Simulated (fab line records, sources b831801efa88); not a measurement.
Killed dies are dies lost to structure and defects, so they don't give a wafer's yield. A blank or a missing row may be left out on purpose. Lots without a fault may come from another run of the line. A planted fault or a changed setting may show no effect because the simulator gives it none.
A struck lot beside a sound one | flow sky130 | 17 steps out of a route of 708
Sound: wafers L654.3, L654.4, L654.6. Struck: wafer L661.4. (L661.3, L661.5 of the same lot were not struck and are left out.) The cause comes at the end.
At each step with rows: each side's tool, then ch and its chambers, then its first start. Under that, the readings that differ: sound wafers | struck wafers | difference of the means | sigmas: that difference in standard deviations of wafers without a fault.
alike: readings whose means differ by less than 2 such deviations, and words and numbers that are the same on both sides. not compared: withheld readings, readings that some wafer has no value for, bounds like >300 that may hide the same value, and numbers for which the record gives no deviation and whose values overlap.
The two part at a step that has a row with sigmas, a row that says differs or no value, or rows on one side only. Numbers that don't overlap but have no deviation are shown without sigmas and don't part them. A reading that every wafer of one side lacks parts them only if that side has two wafers or more.

SKY_VT_ADJUST_LVTN_OVL_MEAS_07:
  sound on overlay-01, day 9 23:35; struck on overlay-01, day 12 00:26
  alike: VT_ADJUST_LVTN_OVL
then, 1 step without rows for these wafers: SKY_VT_ADJUST_LVTN_IMPLANT_08.
SKY_VT_ADJUST_LVTN_STRIP_09: strips in O2/N2.
  sound on plasma_asher-02 ch 0,1, day 9 23:47; struck on plasma_asher-01 ch 1, day 12 00:38
  reading                     | sound       | struck | difference | sigmas
  drypump_motor_current_A (A) | 5.3 5.7 5.4 | 6.6    | +1.1       | +2
  alike: oes_product_au, strip_time_to_endpoint_s
  not compared: rf_hours_counter_h
SKY_VT_ADJUST_LVTN_TW_MEAS_10:
  sound on film_metro-02, day 9 23:53; struck on film_metro-02, day 12 00:44
  alike: VT_ADJUST_LVTN_TW
then, 7 steps without rows for these wafers: SKY_VT_ADJUST_LVTN_DEHYDRATE_11 (time 60 s); SKY_VT_ADJUST_LVTN_HMDS_12 (prime time 60 s); SKY_VT_ADJUST_LVTN_COAT_13 (resist thk 1140 nm); SKY_VT_ADJUST_LVTN_SOFTBAKE_14 (time 60 s); SKY_VT_ADJUST_LVTN_EXPOSE_15 (exposes mask HVN STD DERIVED, target cd 600 nm); SKY_VT_ADJUST_LVTN_PEB_16; SKY_VT_ADJUST_LVTN_DEVELOP_17 (develop time 60 s).
SKY_VT_ADJUST_LVTN_OVL_MEAS_18:
  sound on overlay-01, day 10 22:20; struck on overlay-02, day 13 01:53
  reading                    | sound       | struck | difference | sigmas
  VT_ADJUST_LVTN_01_OVL (nm) | 2.1 1.5 0.6 | -2.1   | -3.5       | -2
SKY_VT_ADJUST_LVTN_IMPLANT_19:
  sound on implanter-01 ch 0, day 10 22:25; struck on implanter-04 ch 0, day 13 01:58
  reading            | sound          | struck | difference | sigmas
  beam_on_s (s)      | 9.90 9.97 9.87 | 14.36  | +4.45      | +22
  faraday_current_uA | 3.71 3.68 3.71 | 2.56   | -1.14      | -16
SKY_VT_ADJUST_LVTN_STRIP_20: strips in O2/N2.
  sound on plasma_asher-02 ch 0,1, day 10 22:32; struck on plasma_asher-02 ch 1, day 13 02:05
  reading                      | sound             | struck | difference | sigmas
  strip_time_to_endpoint_s (s) | 14.22 14.23 14.20 | 14.10  | -0.12      | -3
  alike: drypump_motor_current_A, oes_product_au
  not compared: rf_hours_counter_h
SKY_VT_ADJUST_LVTN_TW_MEAS_21:
  sound on film_metro-01, day 10 22:38; struck on film_metro-03, day 13 02:11
  reading             | sound             | struck | difference | sigmas
  VT_ADJUST_LVTN_2_TW | 190.6 191.1 190.1 | 208.3  | +17.7      | +8
then, 1 step without rows for these wafers: SKY_VT_ADJUST_NCORE_DEHYDRATE_00 (time 60 s).
-- the record jumps here: 38 days lie between the struck wafers' starts before and after (it left off in module VT_ADJUST_NCORE and takes up again in module PAD_OPEN, whose first step shown is number 708 of the route) --
SKY_PAD_OPEN_PROBE_99:
  sound on prober-01, day 48 15:31; struck on prober-01, day 50 17:37
  reading                                    | sound                | struck | difference | sigmas
  model.etest.res_pwell_under_gate.rs_ohm_sq | 2266 2268 2278       | 2215   | -56        |
  model.etest.nfet_g5v0d10v5.body_rise_v (V) | 0.6746 0.6804 0.6905 | 0.7105 | +0.0287    |
  model.etest.nfet_16v.body_rise_v (V)       | 0.6682 0.6696 0.6812 | 0.7011 | +0.0281    |
  model.etest.nfet_g5v0d10v5.vt_sat_v (V)    | 0.7584 0.7697 0.7774 | 0.7895 | +0.0210    |
  model.etest.nfet_g5v0d10v5.vt_v (V)        | 0.8181 0.8264 0.8375 | 0.8414 | +0.0141    |
  model.etest.nfet_16v.vt_v (V)              | 0.7648 0.7738 0.7797 | 0.7847 | +0.0119    |
  model.etest.nfet_g5v0d10v5.vt_long_v (V)   | 0.8103 0.8179 0.826  | 0.8286 | +0.0105    |
  alike: killed_at_M0_to_M3, killed_at_M4_up, killed_at_contacts, killed_at_front_end, killed_at_other, killed_dies, killed_open, killed_short

WHERE THEY PART
First at SKY_VT_ADJUST_LVTN_STRIP_09; last, within this record, at SKY_VT_ADJUST_LVTN_TW_MEAS_21. Later steps at which nothing parts them and some readings are alike: SKY_PAD_OPEN_PROBE_99.

WHY: what the simulator had put in
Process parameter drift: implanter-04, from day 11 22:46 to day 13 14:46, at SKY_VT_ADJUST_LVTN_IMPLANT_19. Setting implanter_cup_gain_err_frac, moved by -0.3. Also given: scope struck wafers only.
